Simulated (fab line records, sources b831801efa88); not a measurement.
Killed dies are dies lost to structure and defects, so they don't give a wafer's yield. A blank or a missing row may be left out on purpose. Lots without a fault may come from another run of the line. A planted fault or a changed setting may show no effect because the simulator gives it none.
Problem report in the 8D (eight disciplines) form, filled by code | flow gf180mcu | the parts of the form that need people (team, actions taken, sign-off) are left out

1. THE PROBLEM
HV_LDD_TW at GF_HV_LDD_TW_MEAS_11 reads a mean of 2198 on 6 wafers of 2 lots; wafers without a fault read 2441 with a standard deviation of 28. That is -8.7 standard deviations from the usual mean.
First seen on wafer L778.2, day 14 14:24, on film_metro-01. The record holds 39 wafers of 13 lots with a number at this step. Rule for "out", or "out of limits": more than 4 standard deviations from the usual mean. The other wafers with a number count as sound.

2. WHAT IT IS AND WHAT IT IS NOT
question                    | is                           | is not
which readings at this step | HV_LDD_TW                    | -
which lots                  | L778, L780                   | L765, L766, L767, L768, L769, L770, L781, L782, L784, L786, L787
which wafers of those lots  | all that have a number       | -
read on which gauges        | film_metro-01, film_metro-02 | film_metro-03
when                        | from day 14 14:24            | up to then (18 sound wafers); but 15 sound wafers of L781, L782, L784, L786, L787 came after

3. SUSPECTS, AND WHAT RULES EACH OUT
Counting: a tool at a process step up to the reading stays a suspect if it ran every lot that is out and no sound lot after the first of them.
- the gauge at GF_HV_LDD_TW_MEAS_11: ruled out. The wafers that are out were read on 2 gauges (film_metro-01, film_metro-02).
- implanter-02 at GF_HV_LDD_IMPLANT_09: kept. It ran every lot that is out, first L778 (day 14 14:10), and no sound lot after that; its last sound lot up to then is L769 (day 11 13:07). Its own readings are out on those wafers: tilt_deg.
Left after counting: implanter-02 at GF_HV_LDD_IMPLANT_09.

4. THE CAUSE (what the simulator had put in)
Process parameter drift: implanter-02, from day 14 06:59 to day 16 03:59, at GF_HV_LDD_IMPLANT_09. Setting tilt_deg, moved by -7, from 7. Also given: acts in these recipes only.
Counting left only this tool.

5. THE CHAIN OF EFFECTS, in route order
Each row: a reading whose mean over the struck wafers that have a number lies more than 3 standard deviations from the usual. Only readings for which the record gives a usual standard deviation are gone through. hours: the time from each lot's start at the first step in this table that gives one to its start at this step, as a median over the lots. sigmas: the change in usual standard deviations.
hours | step                 | reading   | usual         | on struck wafers | change | sigmas
0     | GF_HV_LDD_IMPLANT_09 | tilt_deg  | 6.997 degrees | -0.021           | -7.018 | -99 or more
0     | GF_HV_LDD_TW_MEAS_11 | HV_LDD_TW | 2441          | 2198             | -243   | -8.7
68    | GF_HV_LDD_RS_MEAS_53 | HV_LDD_RS | 417.9 ohm/sq  | 394.6            | -23.3  | -26
The process steps in it:
- GF_HV_LDD_IMPLANT_09
Later measuring or inspecting steps at which every struck wafer that the step has a row for has a number for every such reading, and none has moved that far: GF_HV_LDD_OVL_MEAS_32.

6. WHAT WOULD HAVE CAUGHT IT SOONER
In this record the first reading out of limits at a measuring or inspecting step was taken at day 14 14:24, 7 hours after the fault began at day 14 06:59.
The tool's own readings at GF_HV_LDD_IMPLANT_09 were out on every struck wafer that the step has a row for (tilt_deg): an alarm limit on them would have fired on the first of those.
Of the lots that are out (2), L780 began GF_HV_LDD_IMPLANT_09 on implanter-02 after day 14 14:24. A hold on the tool at that time would have spared it.
